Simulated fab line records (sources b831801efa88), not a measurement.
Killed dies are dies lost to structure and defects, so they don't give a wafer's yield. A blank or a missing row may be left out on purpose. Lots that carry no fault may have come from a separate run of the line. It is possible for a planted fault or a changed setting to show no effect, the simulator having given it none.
Problem report, 8D (eight disciplines) form, completed by code ; flow gf180mcu ; the parts of the form that need people (team, actions taken, sign-off) are left out

1. THE ISSUE
Wafers free of any fault read 49.9 nm (standard deviation 0.7) for SAB_CVD_00_THK at GF_SAB_THK_MEAS_01, against a mean of 53.8 nm on 3 wafers of 2 lots. That puts it +5.6 standard deviations away from the usual mean.
First seen on wafer L909.2, day 18 23:32, on film metro-04. The record holds 30 wafers of 10 lots with a number at this step. Rule for "out" (also "out of limits"): further than 4 standard deviations from the usual mean. The rest of the wafers with a number are treated as sound.

2. WHAT THIS IS AND IS NOT
question;is;is not
which readings at this step;SAB_CVD_00_THK;-
which lots;L909, L910;L895, L896, L897, L898, L900, L901, L902, L918
which wafers of those lots;L909.2, L909.4, L910.6;L909.1, L910.4, L910.5
read on which gauges;film metro-04;film metro-02, film metro-03
when;from day 18 23:32;"up to then (22 sound wafers); but 5 sound wafers of L910, L918 came after"

3. WHAT RULES OUT EACH SUSPECT
Counting: if a tool at a process step up to the reading ran every lot that is out, it stays a suspect. Sound lots after the first of them don't rule it out here, since some wafers of a struck lot are sound.
- the gauge at GF_SAB_THK_MEAS_01: kept. All the wafers that are out were read on film metro-04, and no step on other tools shows them out.
- pecvd-02 at GF_SAB_CVD_00 (deposits SiO2 from TEOS, target thk 50 nm, time 4.9302 s): kept. It processed each lot that is out (first: L909, day 18 23:31); up to then, its last sound lot is L901 (day 16 09:42).
- At GF_SAB_CVD_00, inside pecvd-02: chamber 0 took the wafers that are out, while their sound lot-mates went through chambers 1, 2.
After counting, pecvd-02 at GF_SAB_CVD_00 and film metro-04 at GF_SAB_THK_MEAS_01 remain.

4. THE CAUSE (what the simulator had put in)
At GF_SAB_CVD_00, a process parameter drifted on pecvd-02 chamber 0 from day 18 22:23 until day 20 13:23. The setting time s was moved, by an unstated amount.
2 suspects survive the count, and this tool is in that group.

5. THE CHAIN OF EFFECTS, in route order
Rows list readings where the struck wafers' mean (over those with a number) sits beyond 3 standard deviations from the usual. Readings are gone through only where the record gives a usual standard deviation; hours: the median, over the lots, of the time from a lot's start at the first step in this table giving one to that lot's start at this step; sigmas: the change measured in usual standard deviations.
hours;step;reading;usual;on struck wafers;change;sigmas
0;GF_SAB_THK_MEAS_01;SAB_CVD_00_THK;49.9 nm;53.8;+3.9;+5.6
At these later measuring or inspecting steps, every struck wafer for which the step has a row has a number for every such reading, and none has moved that far: GF_CONTACT_THK_MEAS_03.

6. HOW IT WOULD HAVE BEEN CAUGHT EARLIER
In this record the first reading out of limits at a measuring or inspecting step was taken at day 18 23:32, 1 hour after the fault began at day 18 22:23.
Of the tool readings at GF_SAB_CVD_00 for which the record gives a usual standard deviation, none was out on any struck wafer, so an alarm limit of 4 standard deviations on them would not have fired.
L910, from the lots that are out (2), started GF_SAB_CVD_00 on pecvd-02 later than day 18 23:32. A hold on the tool at that time would have spared it.
